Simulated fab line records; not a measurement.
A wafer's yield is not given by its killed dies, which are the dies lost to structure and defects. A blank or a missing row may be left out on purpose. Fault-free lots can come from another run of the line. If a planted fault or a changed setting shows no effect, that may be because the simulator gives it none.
Which tool is to blame?    flow sky130    14 lots with 42 wafers sampled at 2 steps, on a route of 708 steps

== WHAT THE GAUGES READ, wafer by wafer ==
SKY_SD_N_RS_MEAS_18: uses a four-point probe to measure. Usual: RES_XHIGH_RS 333.5 ohm/sq, standard deviation 1.5.
lot   measured      on             RES_XHIGH_RS (ohm/sq)  flag
L321  day 28 15:22  film_metro-03  333.5 334.1 332.1      
L324  day 29 13:43  film_metro-01  333.4 334.2 333.6      
L326  day 30 04:48  film_metro-01  335.0 334.4 334.8      
L331  day 31 20:34  film_metro-04  332.8 333.0 332.1      
L330  day 31 21:24  film_metro-04  331.8 332.5 332.0      
L334  day 33 01:50  film_metro-03  335.3 335.6 336.3      
L337  day 33 19:15  film_metro-03  333.8 334.4 333.5      
L336  day 33 22:58  film_metro-03  333.7 332.1 333.6      
L338  day 34 03:20  film_metro-01  335.4 336.7 337.1      
L339  day 34 13:34  film_metro-01  333.2 332.9 333.1      
L341  day 34 14:04  film_metro-03  333.2 332.7 332.3      
L340  day 34 16:46  film_metro-04  330.9 331.5 331.3      
L342  day 34 20:09  film_metro-03  332.3 334.0 332.6      
L343  day 35 12:50  film_metro-01  334.4 336.0 334.6      

SKY_LOCAL_INTERCONNECT_THK_MEAS_02: measures by xrf. Usual: LOCAL_INTERCONNECT_TIN_THK 99.6 nm, standard deviation 1.4.
lot   measured      on             LOCAL_INTERCONNECT_TIN_THK (nm)  flag
L321  day 29 21:53  film_metro-02  98.3 99.0 99.2                   
L324  day 30 19:53  film_metro-02  101.1 99.1 99.4                  
L326  day 31 10:42  film_metro-02  101.2 101.1 101.0                
L331  day 33 01:44  film_metro-01  102.3 100.7 101.0                
L330  day 33 02:55  film_metro-04  101.6 97.8 99.3                  
L334  day 34 06:17  film_metro-02  99.2 99.8 99.5                   
L337  day 34 23:25  film_metro-02  97.2 96.4 98.6                   
L336  day 35 03:36  film_metro-02  99.9 96.7 97.9                   
L338  day 35 07:08  film_metro-04  99.8 97.4 100.4                  
L339  day 35 18:00  film_metro-02  100.6 98.6 99.4                  
L341  day 35 19:04  film_metro-01  100.4 100.6 100.1                
L340  day 35 20:40  film_metro-04  102.0 98.1 101.1                 
L342  day 36 00:36  film_metro-04  99.5 98.5 99.3                   
L343  day 36 17:28  film_metro-01  100.3 101.5 98.6                 

== WHICH TOOL RAN EACH LOT (tool, then ch and the chambers of the sampled wafers, then the start) ==
No process step before these readings appears in the record.

== WHAT THE TOOLS THEMSELVES READ (means of the sampled wafers that have a number; where no wafer has one, the mark that the record gives instead) ==
The record holds no such reading with a usual standard deviation.

== THE ANSWER, worked out from the rows above alone ==
Rule: take the mean of a lot's wafers that have a number; if it is more than 3 standard deviations from the usual mean, the lot is off. Also off: a lot with no number at a reading for which 4 or more lots have one. Where the step has rows for the other lots, those lots are counted as sound. Order of review: gauges by route order, followed by the tools' own readings, for which a lot's mean as printed above is used. At the first step where some lot is off, the reading lying furthest off is the one used; lots without a number count as furthest.
Across all readings shown, no lot is off: no conclusion can be drawn from this.

== WHAT THE SIMULATOR HAD INSERTED ==
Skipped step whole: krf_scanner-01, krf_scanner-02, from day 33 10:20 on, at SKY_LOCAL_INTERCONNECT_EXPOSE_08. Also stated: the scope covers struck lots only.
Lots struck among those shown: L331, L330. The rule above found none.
